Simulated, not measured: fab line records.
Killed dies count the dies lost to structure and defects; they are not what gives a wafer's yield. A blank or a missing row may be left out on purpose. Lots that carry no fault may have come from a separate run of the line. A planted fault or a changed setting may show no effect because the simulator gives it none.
Which tool was responsible? || flow gf180mcu || 13 lots, 39 wafers sampled, at 3 steps of a route of 602

== WHAT THE GAUGES READ, wafer by wafer ==
GF_STI_THK_MEAS_02. Usual: STI_OXIDATION_THK 9.70 nm, standard deviation 0.24.
{"lot": "L100", "measured": "day 1 11:31", "on": "film_metro-03", "STI_OXIDATION_THK (nm)": "9.49 9.41 9.44", "flag": ""}
{"lot": "L101", "measured": "day 1 16:31", "on": "film_metro-03", "STI_OXIDATION_THK (nm)": "9.19 9.30 9.44", "flag": ""}
{"lot": "L102", "measured": "day 1 22:23", "on": "film_metro-02", "STI_OXIDATION_THK (nm)": "9.43 9.29 9.26", "flag": ""}
{"lot": "L105", "measured": "day 2 12:49", "on": "film_metro-04", "STI_OXIDATION_THK (nm)": "9.84 9.79 9.74", "flag": ""}
{"lot": "L108", "measured": "day 3 03:54", "on": "film_metro-02", "STI_OXIDATION_THK (nm)": "9.58 9.54 9.58", "flag": ""}
{"lot": "L110", "measured": "day 3 13:31", "on": "film_metro-02", "STI_OXIDATION_THK (nm)": "9.49 9.36 9.33", "flag": ""}
{"lot": "L111", "measured": "day 3 18:31", "on": "film_metro-03", "STI_OXIDATION_THK (nm)": "9.75 9.79 9.83", "flag": ""}
{"lot": "L112", "measured": "day 3 23:32", "on": "film_metro-03", "STI_OXIDATION_THK (nm)": "9.86 9.80 9.98", "flag": ""}
{"lot": "L114", "measured": "day 4 13:14", "on": "film_metro-03", "STI_OXIDATION_THK (nm)": "10.02 10.01 10.13", "flag": ""}
{"lot": "L115", "measured": "day 4 18:38", "on": "film_metro-03", "STI_OXIDATION_THK (nm)": "9.77 9.90 9.66", "flag": ""}
{"lot": "L116", "measured": "day 5 00:06", "on": "film_metro-04", "STI_OXIDATION_THK (nm)": "10.06 10.17 10.02", "flag": ""}
{"lot": "L118", "measured": "day 5 06:43", "on": "film_metro-04", "STI_OXIDATION_THK (nm)": "9.79 10.03 9.78", "flag": ""}
{"lot": "L117", "measured": "day 5 06:44", "on": "film_metro-03", "STI_OXIDATION_THK (nm)": "9.90 9.87 9.84", "flag": ""}

GF_STI_THK_MEAS_24. Usual: STI_CVD_23_THK 648 nm, standard deviation 7.
{"lot": "L100", "measured": "day 2 03:47", "on": "film_metro-02", "STI_CVD_23_THK (nm)": "648 645 652", "flag": ""}
{"lot": "L101", "measured": "day 2 08:10", "on": "film_metro-03", "STI_CVD_23_THK (nm)": "650 653 651", "flag": ""}
{"lot": "L102", "measured": "day 2 14:45", "on": "film_metro-02", "STI_CVD_23_THK (nm)": "649 643 645", "flag": ""}
{"lot": "L105", "measured": "day 3 05:22", "on": "film_metro-04", "STI_CVD_23_THK (nm)": "651 652 646", "flag": ""}
{"lot": "L108", "measured": "day 3 20:20", "on": "film_metro-02", "STI_CVD_23_THK (nm)": "652 645 654", "flag": ""}
{"lot": "L110", "measured": "day 4 07:43", "on": "film_metro-04", "STI_CVD_23_THK (nm)": "642 646 637", "flag": ""}
{"lot": "L111", "measured": "day 4 15:53", "on": "film_metro-04", "STI_CVD_23_THK (nm)": "648 640 647", "flag": ""}
{"lot": "L112", "measured": "day 4 21:29", "on": "film_metro-03", "STI_CVD_23_THK (nm)": "637 647 639", "flag": ""}
{"lot": "L114", "measured": "day 5 09:32", "on": "film_metro-04", "STI_CVD_23_THK (nm)": "665 668 653", "flag": ""}
{"lot": "L115", "measured": "day 5 13:13", "on": "film_metro-02", "STI_CVD_23_THK (nm)": "640 650 641", "flag": ""}
{"lot": "L116", "measured": "day 5 17:51", "on": "film_metro-04", "STI_CVD_23_THK (nm)": "640 653 643", "flag": ""}
{"lot": "L118", "measured": "day 6 01:01", "on": "film_metro-04", "STI_CVD_23_THK (nm)": "645 649 646", "flag": ""}
{"lot": "L117", "measured": "day 6 01:14", "on": "film_metro-03", "STI_CVD_23_THK (nm)": "648 643 637", "flag": ""}

GF_MVSD_OVL_MEAS_07. Usual: MVSD_OVL -0.8 nm, standard deviation 1.3.
{"lot": "L100", "measured": "day 4 09:43", "on": "overlay-02", "MVSD_OVL (nm)": "-1.2 0.7 0.0", "flag": ""}
{"lot": "L101", "measured": "day 4 13:40", "on": "overlay-02", "MVSD_OVL (nm)": "0.0 -0.1 -0.4", "flag": ""}
{"lot": "L102", "measured": "day 4 20:55", "on": "overlay-01", "MVSD_OVL (nm)": "1.9 -0.4 1.6", "flag": ""}
{"lot": "L105", "measured": "day 5 12:52", "on": "overlay-02", "MVSD_OVL (nm)": "0.7 0.1 -0.8", "flag": ""}
{"lot": "L108", "measured": "day 6 06:08", "on": "overlay-02", "MVSD_OVL (nm)": "0.0 0.0 -0.3", "flag": ""}
{"lot": "L110", "measured": "day 7 00:28", "on": "overlay-02", "MVSD_OVL (nm)": "-0.6 -1.1 -0.6", "flag": ""}
{"lot": "L111", "measured": "day 7 11:10", "on": "overlay-02", "MVSD_OVL (nm)": "0.1 -1.6 -0.2", "flag": ""}
{"lot": "L112", "measured": "day 7 19:35", "on": "overlay-02", "MVSD_OVL (nm)": "-1.7 -1.9 -2.7", "flag": ""}
{"lot": "L114", "measured": "day 8 02:28", "on": "overlay-02", "MVSD_OVL (nm)": "-2.9 -1.6 -2.2", "flag": ""}
{"lot": "L115", "measured": "day 8 06:16", "on": "overlay-02", "MVSD_OVL (nm)": "-1.2 -1.4 -3.5", "flag": ""}
{"lot": "L116", "measured": "day 8 11:31", "on": "overlay-02", "MVSD_OVL (nm)": "-2.1 -2.1 -1.8", "flag": ""}
{"lot": "L118", "measured": "day 8 22:43", "on": "overlay-01", "MVSD_OVL (nm)": "0.6 0.8 1.4", "flag": ""}
{"lot": "L117", "measured": "day 8 22:10", "on": "overlay-01", "MVSD_OVL (nm)": "1.2 -0.1 -0.6", "flag": ""}

== EACH LOT AND THE TOOL THAT RAN IT (in order: tool; ch and the chambers of the sampled wafers; start) ==
Record: no process step prior to these readings.

== WHAT THE TOOLS THEMSELVES READ (means of the sampled wafers that have a number; where no wafer has one, the mark that the record gives instead) ==
The record holds no such reading with a usual standard deviation.

== THE ANSWER, worked out from the rows above alone ==
Rule: take the mean of a lot's wafers that have a number; if it is more than 3 standard deviations from the usual mean, the lot is off. A lot without any number at a reading at which 4 lots or more have one is off too. Where the step has rows for the other lots, those lots are counted as sound. After the gauges, taken in route order, come the tools' own readings; for these a lot's mean is taken, as printed above. At the first step where some lot is off, the reading lying furthest off is the one used; lots without a number count as furthest.
None of the lots is off at any reading shown; this tells nothing.

== WHAT HAD BEEN PUT IN BY THE SIMULATOR ==
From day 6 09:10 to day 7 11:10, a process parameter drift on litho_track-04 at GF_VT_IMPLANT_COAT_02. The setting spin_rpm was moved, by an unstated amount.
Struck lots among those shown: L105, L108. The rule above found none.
